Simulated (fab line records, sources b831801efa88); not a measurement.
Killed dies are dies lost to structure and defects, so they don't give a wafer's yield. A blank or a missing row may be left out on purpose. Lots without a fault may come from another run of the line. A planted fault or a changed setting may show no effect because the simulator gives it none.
Problem report in the 8D (eight disciplines) form, filled by code | flow gf180mcu | the parts of the form that need people (team, actions taken, sign-off) are left out

1. THE PROBLEM
beam_energy_keV at GF_VT_IMPLANT_IMPLANT_19 reads a mean of 96.54 on 6 wafers of 2 lots; wafers without a fault read 100.00 with a standard deviation of 0.032. That is -99 or more standard deviations from the usual mean.
First seen on wafer L981.1, day 7 14:15, on implanter-03. The record holds 42 wafers of 14 lots with a number at this step. Rule for "out", or "out of limits": more than 4 standard deviations from the usual mean. The other wafers with a number count as sound.

2. WHAT IT IS AND WHAT IT IS NOT
question                    | is                     | is not
which readings at this step | beam_energy_keV        | -
which lots                  | L981, L983             | L976, L977, L978, L980, L989, L990, L993, L994, L995, L996, L997, L999
which wafers of those lots  | all that have a number | -
read on which tools         | implanter-03           | implanter-02, implanter-04
when                        | from day 7 14:15       | up to then (12 sound wafers); but 24 sound wafers of L989, L990, L993, L994, L995, L996, L997, L999 came after

3. SUSPECTS, AND WHAT RULES EACH OUT
Counting: a tool at a process step up to the reading stays a suspect if it ran every lot that is out and no sound lot after the first of them.
- implanter-03 at GF_VT_IMPLANT_IMPLANT_19: ruled out as a lasting fault. Sound lots L997, L999 ran on it after its first lot that is out, L981 (day 7 14:15).
Left after counting: nothing in the record.

4. THE CAUSE (what the simulator had put in)
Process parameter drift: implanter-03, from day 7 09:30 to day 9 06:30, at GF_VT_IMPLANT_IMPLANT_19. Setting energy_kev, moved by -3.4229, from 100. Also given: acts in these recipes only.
Counting ruled it out, wrongly.

5. THE CHAIN OF EFFECTS, in route order
Each row: a reading whose mean over the struck wafers that have a number lies more than 3 standard deviations from the usual. Only readings for which the record gives a usual standard deviation are gone through. hours: the time from each lot's start at the first step in this table that gives one to its start at this step, as a median over the lots. sigmas: the change in usual standard deviations.
hours | step                     | reading         | usual  | on struck wafers | change | sigmas
0     | GF_VT_IMPLANT_IMPLANT_19 | beam_energy_keV | 100.00 | 96.54            | -3.46  | -99 or more
The process steps in it:
- GF_VT_IMPLANT_IMPLANT_19
Later measuring or inspecting steps at which every struck wafer that the step has a row for has a number for every such reading, and none has moved that far: GF_POLY_GATE_OVL_MEAS_11, GF_NSD_CD_MEAS_07.

6. WHAT WOULD HAVE CAUGHT IT SOONER
In this record the first reading out of limits was taken at day 7 14:15, 5 hours after the fault began at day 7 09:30.
